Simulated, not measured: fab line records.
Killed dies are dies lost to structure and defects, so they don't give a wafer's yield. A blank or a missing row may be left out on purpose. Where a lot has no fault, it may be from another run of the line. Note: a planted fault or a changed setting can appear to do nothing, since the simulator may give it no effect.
Chamber matching + flow gf180mcu + 4 sister chambers for GF_V5_ETCH_16 on rie-diel-01
The step etches BARC in N2/H2. 8 wafers are shown with their chamber, then 7 later ones without.

== WAFERS WITH THEIR CHAMBER ==
| wafer  | chamber | drypump-motor-current-A (A) | rf-fwd-power-W (W) |
|--------|---------|-----------------------------|--------------------|
| L381.5 | 2       | 5.7                         | 497.6              |
| L382.4 | 2       | 5.7                         | 495.1              |
| L389.6 | 0       | 6.2                         | 498.2              |
| L391.2 | 3       | 5.9                         | 493.5              |
| L391.3 | 1       | 5.2                         | 497.2              |
| L391.6 | 1       | 5.2                         | 497.2              |
| L392.4 | 0       | 6.2                         | 495.8              |
| L392.5 | 3       | 5.8                         | 492.9              |

== WAFERS WITHOUT THEIR CHAMBER ==
| wafer  | drypump-motor-current-A (A) | rf-fwd-power-W (W) |
|--------|-----------------------------|--------------------|
| L392.6 | 5.7                         | 495.4              |
| L397.1 | 5.7                         | 494.7              |
| L397.3 | 6.3                         | 497.0              |
| L397.4 | 5.7                         | 495.5              |
| L400.1 | 5.2                         | 497.4              |
| L400.2 | 5.9                         | 493.5              |
| L400.3 | 6.3                         | 496.0              |

== WHICH CHAMBER EACH WENT THROUGH ==
| wafer  | from the rows above | in truth |
|--------|---------------------|----------|
| L392.6 | 2                   | 2        |
| L397.1 | 2                   | 2        |
| L397.3 | 0                   | 0        |
| L397.4 | 2                   | 2        |
| L400.1 | 1                   | 1        |
| L400.2 | 3                   | 3        |
| L400.3 | 0                   | 0        |
Correctly placed: 7 of 7. Not placeable from these rows: 0. Number placed wrongly: 0.
How it was worked out, from the rows above alone: a wafer's distance from a chamber is the root of the sum, over the readings, of the square of ((its reading less the chamber's mean) divided by the reading's scatter). If the next closest chamber is less than 2 further off than the closest, the wafer can't be placed; otherwise it belongs to the closest. For every chamber, the mean is computed from those of its wafers that are shown. The scatter: the root of (the sum of the squares of (reading less its chamber's mean) over the shown wafers, divided by (wafers less chambers)).
